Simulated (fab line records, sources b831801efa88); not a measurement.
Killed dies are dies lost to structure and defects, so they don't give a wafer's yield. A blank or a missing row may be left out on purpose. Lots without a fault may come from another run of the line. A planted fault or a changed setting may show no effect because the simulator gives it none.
Which tool did it? | flow sky130 | 10 lots, 28 wafers sampled, at 5 steps of a route of 708

WHAT THE GAUGES READ, wafer by wafer
SKY_SONOS_TUNNEL_OVL_MEAS_08.
lot  | measured     | on         | SONOS_TUNNEL_OVL (nm)
L851 | day 11 07:53 | overlay-01 | 1.1 2.8 2.1
L852 | day 11 15:12 | overlay-02 | 1.4 2.2 0.7
L854 | day 12 11:49 | overlay-02 | 2.7 1.4 0.4
L857 | day 13 11:57 | overlay-02 | -1.6 0.0 0.3
L860 | day 14 06:43 | overlay-01 | 2.9 1.3 2.0
L862 | day 15 01:59 | overlay-01 | 3.0 3.3 2.2
L870 | day 17 14:42 | overlay-02 | 2.0 -2.0
L872 | day 18 20:48 | overlay-02 | -1.0 -0.5
L873 | day 19 07:03 | overlay-02 | -1.6 1.5 1.4
L874 | day 19 09:40 | overlay-01 | 0.7 0.8 2.4

SKY_LOCAL_INTERCONNECT_RS_MEAS_01: measures by four-point-probe.
lot  | measured     | on            | LOCAL_INTERCONNECT_TIN_RS (ohm/sq)
L851 | day 28 18:38 | film_metro-01 | 14.20 14.06 14.17
L852 | day 29 13:29 | film_metro-02 | 14.29 14.30 14.22
L854 | day 30 10:55 | film_metro-03 | 14.21 14.26 14.23
L857 | day 31 12:43 | film_metro-01 | 14.22 14.13 14.24
L860 | day 32 04:16 | film_metro-02 | 14.07 13.98 13.98
L862 | day 33 02:03 | film_metro-02 | 14.02 13.99 13.96
L870 | day 36 05:55 | film_metro-01 | 9.61 14.07 9.60 14.04
L872 | day 36 09:49 | film_metro-03 | 14.23 9.70 14.22 9.71
L873 | day 36 16:01 | film_metro-01 | 14.10 14.20 9.66 14.12 14.19 9.66
L874 | day 36 23:47 | film_metro-03 | 14.13 14.10 14.14

SKY_LOCAL_INTERCONNECT_THK_MEAS_02: measures by xrf.
lot  | measured     | on            | LOCAL_INTERCONNECT_TIN_THK (nm)
L851 | day 28 18:46 | film_metro-01 | 99.4 99.4 99.1
L852 | day 29 13:36 | film_metro-02 | 98.8 98.3 99.2
L854 | day 30 11:01 | film_metro-03 | 99.1 99.4 99.3
L857 | day 31 12:50 | film_metro-01 | 98.9 98.8 98.8
L860 | day 32 04:22 | film_metro-02 | 100.4 101.0 101.0
L862 | day 33 02:10 | film_metro-02 | 100.6 100.4 101.1
L870 | day 36 11:22 | film_metro-01 | 144.1 99.5 143.5 99.1
L872 | day 36 12:09 | film_metro-03 | 99.2 143.4 99.5 143.2
L873 | day 36 20:54 | film_metro-01 | 99.0 98.5 142.9 99.0 98.2 143.1
L874 | day 36 23:53 | film_metro-03 | 100.0 100.0 100.4

WHICH TOOL RAN EACH LOT (tool, then ch and the chambers of the sampled wafers, then the start)
lot  | SKY_SPACER_ETCHBACK_02             | SKY_LOCAL_INTERCONNECT_SPUTTER_00
L851 | rie_diel-01 ch 1,2,3, day 22 14:05 | pvd_sputter-02, day 28 18:35
L852 | rie_diel-04 ch 0,1,2, day 23 09:27 | pvd_sputter-02, day 29 13:24
L854 | rie_diel-04 ch 0,1,2, day 24 07:59 | pvd_sputter-02, day 30 10:47
L857 | rie_diel-03 ch 1,2,3, day 25 12:49 | pvd_sputter-02, day 31 12:39
L860 | rie_diel-04 ch 1,3, day 26 06:03   | pvd_sputter-03, day 32 04:11
L862 | rie_diel-03 ch 1,2, day 27 03:32   | pvd_sputter-02, day 33 01:59
L870 | rie_diel-03 ch 2,3, day 30 11:42   | pvd_sputter-02, day 36 05:50
L872 | rie_diel-01 ch 0,1, day 30 15:19   | pvd_sputter-02, day 36 09:44
L873 | rie_diel-03 ch 0,1,3, day 30 23:57 | pvd_sputter-02, day 36 15:56
L874 | rie_diel-03 ch 0,2,3, day 31 06:08 | pvd_sputter-03, day 36 23:42
- SKY_SPACER_ETCHBACK_02: etches Si3N4 in CH3F/O2, stops on SiO2, time 46.7 s, target depth 45 nm.
- SKY_LOCAL_INTERCONNECT_SPUTTER_00: material TiN, target thk 100 nm, time 83.3 s.

WHAT THE TOOLS THEMSELVES READ (means of the sampled wafers that have a number; where no wafer has one, the mark that the record gives instead)
SKY_SPACER_ETCHBACK_02.
lot  | tool        | drypump_motor_current_A (A) | oes_product_au (a.u.) | throttle_valve_pct (%)
L851 | rie_diel-01 | 5.6                         | 0.851                 | 10.559
L852 | rie_diel-04 | 5.6                         | 0.855                 | 10.556
L854 | rie_diel-04 | 5.6                         | 0.855                 | 10.572
L857 | rie_diel-03 | 5.3                         | 0.855                 | 10.558
L860 | rie_diel-04 | 5.6                         | 0.853                 | 10.568
L862 | rie_diel-03 | 5.0                         | 0.865                 | 10.564
L870 | rie_diel-03 | 5.5                         | 0.844                 | 10.564
L872 | rie_diel-01 | 5.5                         | 0.847                 | 10.560
L873 | rie_diel-03 | 5.4                         | 0.848                 | 10.565
L874 | rie_diel-03 | 5.8                         | 0.854                 | 10.565

SKY_LOCAL_INTERCONNECT_SPUTTER_00.
lot  | tool           | chamber_pressure_pa (Pa) | throttle_valve_pct (%)
L851 | pvd_sputter-02 | 0.4005                   | 29.7
L852 | pvd_sputter-02 | 0.3998                   | 29.8
L854 | pvd_sputter-02 | 0.4000                   | 29.7
L857 | pvd_sputter-02 | 0.3999                   | 29.4
L860 | pvd_sputter-03 | 0.4005                   | 30.1
L862 | pvd_sputter-02 | 0.4001                   | 29.5
L870 | pvd_sputter-02 | 0.3997                   | 29.5
L872 | pvd_sputter-02 | 0.3995                   | 30.2
L873 | pvd_sputter-02 | 0.4001                   | 30.0
L874 | pvd_sputter-03 | 0.3997                   | 29.7

THE ANSWER, worked out from the rows above alone
Rule: what is usual is taken from the lots themselves. Put in order of their means at a reading, lots are off if they are a third of the lots or fewer, leave a main group of 4 or more, and stand apart from it by a gap of 3 or more times the standard deviation of the main group's means; of several such gaps the widest counts. A main group whose means are all the same, to the digits that the tables above print for the reading, isn't used. A lot without any number at a reading at which 4 lots or more have one is off too. The other lots that the step has rows for count as sound. The gauges are gone through in route order, then the tools' own readings, and for those a lot's mean is taken as printed above. The first step at which some lot is off is used, and at that step the reading that is off furthest; a lot without a number counts as furthest.
Off: L870, L872, L873, at SKY_LOCAL_INTERCONNECT_RS_MEAS_01 (LOCAL_INTERCONNECT_TIN_RS). The main group: mean 14.14 ohm/sq, standard deviation 0.099.
A tool fits if, at a process step before that reading, it ran every lot that is off, and no sound lot after the first of them. The gauges at SKY_LOCAL_INTERCONNECT_RS_MEAS_01 are tried like those tools. One fits: pvd_sputter-02 at SKY_LOCAL_INTERCONNECT_SPUTTER_00. Its last sound lot is L862 (day 33 01:59), its first lot that is off L870 (day 36 05:50): a fault that began between those two fits.

WHAT THE SIMULATOR HAD PUT IN
Process parameter drift: pvd_sputter-02, from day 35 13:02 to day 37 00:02, at SKY_LOCAL_INTERCONNECT_SPUTTER_00. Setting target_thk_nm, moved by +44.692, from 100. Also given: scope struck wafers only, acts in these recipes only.
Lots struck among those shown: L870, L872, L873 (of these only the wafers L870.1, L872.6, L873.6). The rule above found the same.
